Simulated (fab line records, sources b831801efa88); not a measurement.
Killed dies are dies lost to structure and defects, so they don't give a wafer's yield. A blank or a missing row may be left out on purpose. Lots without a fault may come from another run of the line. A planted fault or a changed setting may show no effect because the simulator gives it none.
A struck lot beside a sound one | flow sky130 | 16 steps out of a route of 708
Sound: wafers L176.3, L176.4, L176.5. Struck: wafers L166.2, L166.4, L166.5. The cause comes at the end.
At each step with rows: each side's tool, then ch and its chambers, then its first start. Under that, the readings that differ: sound wafers | struck wafers | difference of the means | sigmas: that difference in standard deviations of wafers without a fault.
alike: readings whose means differ by less than 2 such deviations, and words and numbers that are the same on both sides. not compared: withheld readings, readings that some wafer has no value for, bounds like >300 that may hide the same value, and numbers for which the record gives no deviation and whose values overlap.
The two part at a step that has a row with sigmas, a row that says differs or no value, or rows on one side only. Numbers that don't overlap but have no deviation are shown without sigmas and don't part them. A reading that every wafer of one side lacks parts them only if that side has two wafers or more.

first, 5 steps without rows for these wafers: SKY_POLY_GATE_COAT_08 (resist thk 450 nm); SKY_POLY_GATE_SOFTBAKE_09 (time 90 s); SKY_POLY_GATE_EXPOSE_10 (exposes mask P1M, target cd 150 nm); SKY_POLY_GATE_PEB_11; SKY_POLY_GATE_DEVELOP_12 (develop time 60 s).
SKY_POLY_GATE_CD_MEAS_13: target cd 150 nm.
  sound on cd_sem-01, day 22 12:28; struck on cd_sem-02, day 17 20:39
  alike: cd_nm
SKY_POLY_GATE_OVL_MEAS_14:
  sound on overlay-02, day 22 12:34; struck on overlay-01, day 17 20:45
  alike: POLY_GATE_OVL
SKY_POLY_GATE_ETCH_15: etches BARC in N2/H2, stops on SiO2, time 118.5 s, target depth 110 nm.
  sound on rie_diel-01 ch 0,1,3, day 22 12:35; struck on rie_diel-02 ch 0,2, day 17 20:47
  alike: drypump_motor_current_A, oes_product_au, throttle_valve_pct
  not compared: rf_hours_counter_h
SKY_POLY_GATE_ETCH_16: etches Si3N4 in CH3F/O2, stops on poly-Si, time 147.5 s, target depth 75 nm.
  sound on rie_diel-01 ch 0,1,3, day 22 12:40; struck on rie_diel-02 ch 0,2, day 17 20:55
  alike: ch3f_flow_sccm, drypump_motor_current_A, oes_product_au, throttle_valve_pct
  not compared: rf_hours_counter_h
SKY_POLY_GATE_ETCH_17: etches poly-Si in HBr/Cl2, stops on SiO2, target depth 180 nm, time 70.5 s.
  sound on rie_si-02 ch 1,2,3, day 22 12:46; struck on rie_si-01 ch 0,1, day 17 21:04
  alike: drypump_motor_current_A, oes_product_au, throttle_valve_pct
  not compared: rf_hours_counter_h
SKY_POLY_GATE_STRIP_18: strips in O2/N2.
  sound on plasma_asher-04 ch 0,1, day 22 12:51; struck on plasma_asher-02 ch 0,1, day 17 21:07
  alike: drypump_motor_current_A, o2_flow_sccm, oes_product_au, strip_time_to_endpoint_s
  not compared: rf_hours_counter_h
then, 1 step without rows for these wafers: SKY_POLY_GATE_CLEAN_19 (cleans in SC1/SC2, time 150 s).
SKY_POLY_GATE_OXIDATION_20: stabilise 600 s, purge 300 s, target thk 4 nm.
  sound on furnace-01 ch 0, day 22 12:59; struck on furnace-02 ch 0, day 18 02:33
  reading                                          | sound             | struck            | difference | sigmas
  spike_tc_centre_C (C)                            | 847.7 849.2 849.3 | 879.4 877.9 880.1 | +30.4      | +20
  spike_tc_upper_C (C)                             | 851.6 849.4 850.7 | 847.8 845.8 846.0 | -4.0       | -4
  zone_power_centre_pct (%)                        | 15.4 15.3 15.4    | 27.3 26.3 26.8    | +11.4      | +12
  model.SiO2_of_POLY_GATE_OXIDATION_20.thk_nm (nm) | 4.083 4.156 4.096 | 4.531 4.565 4.499 | +0.420     |
  alike: spike_tc_lower_C, spike_tc_top_C
SKY_POLY_GATE_THK_MEAS_21:
  sound on film_metro-02, day 22 14:15; struck on film_metro-01, day 18 03:49
  reading                      | sound          | struck         | difference | sigmas
  POLY_GATE_OXIDATION_THK (nm) | 4.12 4.16 4.10 | 4.51 4.59 4.45 | +0.39      | +4
SKY_POLY_GATE_CD_MEAS_22:
  sound on cd_sem-01, day 22 14:21; struck on cd_sem-01, day 18 03:53
  reading    | sound             | struck            | difference | sigmas
  cd_nm (nm) | 152.7 153.9 152.0 | 146.0 150.3 147.3 | -5.0       | -2
-- the record jumps here: 29 days lie between the struck wafers' starts before and after (it left off in module POLY_GATE and takes up again in module PAD_OPEN, whose first step shown is number 708 of the route) --
SKY_PAD_OPEN_PROBE_99:
  sound on prober-01, day 49 13:56; struck on prober-02, day 46 21:44
  reading                         | sound           | struck          | difference | sigmas
  model.etest.tip_sonos.rs_ohm_sq | 2681 2659 2687  | 2772 2787 2791  | +108       |
  model.etest.tip_n.rs_ohm_sq     | 443.5 444 442.1 | 447 448.7 446.1 | +4         |
  alike: killed_at_M0_to_M3, killed_at_M4_up, killed_at_contacts, killed_at_front_end, killed_at_other, killed_dies, killed_on_rim, killed_open, killed_short

WHERE THEY PART
First at SKY_POLY_GATE_OXIDATION_20; last, within this record, at SKY_POLY_GATE_CD_MEAS_22. Later steps at which nothing parts them and some readings are alike: SKY_PAD_OPEN_PROBE_99.

WHY: what the simulator had put in
Process parameter drift: furnace-02, from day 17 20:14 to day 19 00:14, at SKY_POLY_GATE_OXIDATION_20. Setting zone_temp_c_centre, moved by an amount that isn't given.
